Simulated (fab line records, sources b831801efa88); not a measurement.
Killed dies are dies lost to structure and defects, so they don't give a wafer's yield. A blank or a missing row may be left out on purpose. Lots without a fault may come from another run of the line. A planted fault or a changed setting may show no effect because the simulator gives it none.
Which tool did it? | flow gf180mcu | 7 lots, 21 wafers sampled, at 1 step of a route of 602

WHAT THE GAUGES READ, wafer by wafer
GF_POLY_GATE_CD_MEAS_10: target cd 280 nm.
lot  | measured     | on        | cd_nm (nm)
L236 | day 10 04:47 | cd_sem-01 | 280.4 279.8 278.9
L239 | day 11 02:19 | cd_sem-02 | 280.2 281.1 280.0
L242 | day 11 20:41 | cd_sem-02 | 278.1 277.2 278.8
L246 | day 13 03:37 | cd_sem-01 | 279.5 278.6 278.8
L248 | day 13 17:59 | cd_sem-02 | 281.0 280.5 280.0
L252 | day 15 00:17 | cd_sem-01 | 280.2 280.0 279.9
L254 | day 15 14:05 | cd_sem-01 | 279.8 281.3 281.5

WHICH TOOL RAN EACH LOT (tool, then ch and the chambers of the sampled wafers, then the start)
The record holds no process step before these readings.

THE ANSWER, worked out from the rows above alone
Rule: what is usual is taken from the lots themselves. Put in order of their means at a reading, lots are off if they are a third of the lots or fewer, leave a main group of 4 or more, and stand apart from it by a gap of 3 or more times the standard deviation of the main group's means; of several such gaps the widest counts. A main group whose means are all the same, to the digits that the tables above print for the reading, isn't used. A lot without any number at a reading at which 4 lots or more have one is off too. The other lots that the step has rows for count as sound.
No lot is off at any reading shown: from this, nothing can be told.

WHAT THE SIMULATOR HAD PUT IN
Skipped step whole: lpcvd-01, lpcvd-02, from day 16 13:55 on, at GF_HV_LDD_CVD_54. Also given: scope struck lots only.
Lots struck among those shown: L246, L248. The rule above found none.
